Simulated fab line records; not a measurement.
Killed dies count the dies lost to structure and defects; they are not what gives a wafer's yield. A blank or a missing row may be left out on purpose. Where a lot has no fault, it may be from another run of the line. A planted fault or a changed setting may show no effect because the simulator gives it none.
Which tool is to blame? || flow gf180mcu || 18 wafers from 6 lots sampled at 2 of the route's 602 steps

WHAT THE GAUGES READ, wafer by wafer
GF_HV_LDD_TW_MEAS_38.
{"lot": "L238", "measured": "day 12 07:10", "on": "filmMetro-01", "HV_LDD_3_TW": "1457 1465 1469"}
{"lot": "L241", "measured": "day 12 22:38", "on": "filmMetro-01", "HV_LDD_3_TW": "1469 1461 1469"}
{"lot": "L245", "measured": "day 13 23:49", "on": "filmMetro-02", "HV_LDD_3_TW": "1402 1414 1415"}
{"lot": "L247", "measured": "day 14 18:14", "on": "filmMetro-04", "HV_LDD_3_TW": "1419 1423 1420"}
{"lot": "L249", "measured": "day 15 08:59", "on": "filmMetro-02", "HV_LDD_3_TW": "1560 1565 1574"}
{"lot": "L251", "measured": "day 16 09:31", "on": "filmMetro-01", "HV_LDD_3_TW": "1617 1629 1627"}

WHAT TOOL EACH LOT RAN ON (gives the tool, then ch and the chambers of the sampled wafers, and finally the start)
{"lot": "L238", "GF_HV_LDD_IMPLANT_35": "implanter-01 ch 0, day 12 06:46"}
{"lot": "L241", "GF_HV_LDD_IMPLANT_35": "implanter-02 ch 0, day 12 22:15"}
{"lot": "L245", "GF_HV_LDD_IMPLANT_35": "implanter-02 ch 0, day 13 23:25"}
{"lot": "L247", "GF_HV_LDD_IMPLANT_35": "implanter-04 ch 0, day 14 17:50"}
{"lot": "L249", "GF_HV_LDD_IMPLANT_35": "implanter-01 ch 0, day 15 08:35"}
{"lot": "L251", "GF_HV_LDD_IMPLANT_35": "implanter-01 ch 0, day 16 09:07"}
- GF_HV_LDD_IMPLANT_35

THE ANSWER, worked out from the rows above alone
Rule: the usual values come from the lots themselves. The widest of any qualifying gaps counts: lots, ordered by their means at a reading, are off when they make up no more than a third of the lots, leave a main group of 4 or more, and stand apart from it by 3 or more times the standard deviation of that group's means. The tables above print the reading to a certain number of digits; a main group whose means all agree to those digits is not used. A lot without any number at a reading at which 4 lots or more have one is off too. The other lots that the step has rows for count as sound.
Off: at GF_HV_LDD_TW_MEAS_38 (HV_LDD_3_TW), L249, L251. For the main group the mean is 1440 and the standard deviation 25.
A tool fits if, at a process step before that reading, it ran every lot that is off, and no sound lot after the first of them. Those tools and the gauges at GF_HV_LDD_TW_MEAS_38 are tried in the same way. One fits: GF_HV_LDD_IMPLANT_35 on implanter-01. Its last sound lot is L238 (day 12 06:46), its first lot that is off L249 (day 15 08:35): a fault that began between those two fits.

WHAT THE SIMULATOR HAD PUT IN
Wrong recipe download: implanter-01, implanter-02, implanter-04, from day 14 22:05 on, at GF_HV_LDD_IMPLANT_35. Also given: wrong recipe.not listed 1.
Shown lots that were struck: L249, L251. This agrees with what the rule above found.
